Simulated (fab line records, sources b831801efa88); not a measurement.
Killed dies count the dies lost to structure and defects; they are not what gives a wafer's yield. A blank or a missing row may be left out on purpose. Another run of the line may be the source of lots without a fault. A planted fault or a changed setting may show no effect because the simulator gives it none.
Split-lot experiment	flow sky130	23 wafers read across 5 lots, on a route 708 steps long

== SPLIT DETAILS ==
At SKY_FIELD_ISO_EXPOSE_10 (exposes mask FOM, target cd 150 nm), the setting dose_mj was moved away from the recipe's 28 on 11 of the 23 wafers read, by -5.0% to +5.7%. For the rest of the wafers, this setting stayed at what the recipe calls for.

== FROM THE SPLIT TO THE READING: what the file shows between them, 2 steps ==
- SKY_FIELD_ISO_PEB_11
- SKY_FIELD_ISO_DEVELOP_12: develop time 60 s

== THE READING ==
Shown in nm: cd_nm at SKY_FIELD_ISO_CD_MEAS_13, with target cd 150 nm. On this fab line, fault-free wafers typically give 150.0 nm with a standard deviation of 1.6 nm.

wafer	tool, chamber at the split	dose_mj as run	against the recipe	cd_nm, nm	against lot-mates on the recipe
L076.1	krf_scanner-02, 0	28	recipe	150.1	-
L076.2	krf_scanner-02, 0	27.34	-2.4%	155.4	+6.1
L076.4	krf_scanner-02, 0	28	recipe	148.5	-
L076.5	krf_scanner-02, 0	27.34	-2.4%	152.9	+3.6
L076.6	krf_scanner-02, 0	27.34	-2.4%	152.7	+3.4
L079.1	krf_scanner-02, 0	28	recipe	148.8	-
L079.3	krf_scanner-02, 0	28	recipe	148.2	-
L079.4	krf_scanner-02, 0	29.34	+4.8%	140.2	-8.8
L079.5	krf_scanner-02, 0	29.34	+4.8%	140.7	-8.3
L079.6	krf_scanner-02, 0	28	recipe	149.9	-
L080.2	krf_scanner-01, 0	28	recipe	148.8	-
L080.3	krf_scanner-01, 0	26.59	-5.0%	157.2	+8.6
L080.4	krf_scanner-01, 0	26.59	-5.0%	158.5	+9.9
L080.5	krf_scanner-01, 0	28	recipe	148.3	-
L080.6	krf_scanner-01, 0	26.59	-5.0%	160.0	+11.4
L083.1	krf_scanner-02, 0	28	recipe	147.8	-
L083.3	krf_scanner-02, 0	29.61	+5.7%	137.3	-11.2
L083.4	krf_scanner-02, 0	28	recipe	149.2	-
L083.5	krf_scanner-02, 0	29.61	+5.7%	138.3	-10.2
L083.6	krf_scanner-02, 0	29.61	+5.7%	138.4	-10.1
L084.3	krf_scanner-01, 0	28	recipe	152.1	-
L084.4	krf_scanner-01, 0	28	recipe	151.5	-
L084.6	krf_scanner-01, 0	28	recipe	151.2	-

FIT RESULTS
A straight line over all 23 wafers: cd_nm changes by -1.9 nm for each +1% of dose_mj; r = -0.98; the points scatter about the line by 1.3 nm.
The same after taking each lot's own level away (the mean of its wafers on the recipe; 23 wafers): -1.87 nm for each +1%; r = -0.99; scatter 0.84 nm.
That fit puts the effect of the largest move of dose_mj on the reading at 11 nm.
From 148.50 to 151.60 nm: that is the span of the lots' own levels, equal to 1.9 times the standard deviation above.
The two slopes are in agreement: the lot-to-lot level therefore moves the slope only a little.
Check: with one of the wafers moved furthest among these (+5.7%) left out of the fit, the line predicts -10.5 nm for it against its lot-mates. It came out at -11.2 nm against them.

== THE WHOLE CHAIN: every reading that the file lists as answering this split, in the file's order ==
step	what it does	reading	change (the file's fit)	r (the file's)
SKY_FIELD_ISO_DEVELOP_12	develop time 60 s	FIELD_ISO.cd_nm (the simulator's own value, which no gauge read)	-1.84 nm for each +1% of the setting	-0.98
SKY_FIELD_ISO_CD_MEAS_13	target cd 150 nm	cd_nm	-1.86 nm for each +1% of the setting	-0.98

== THE FILE'S OWN FIT ==
cd_nm changes by -1.86 nm for each +1% of dose_mj, r = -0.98.
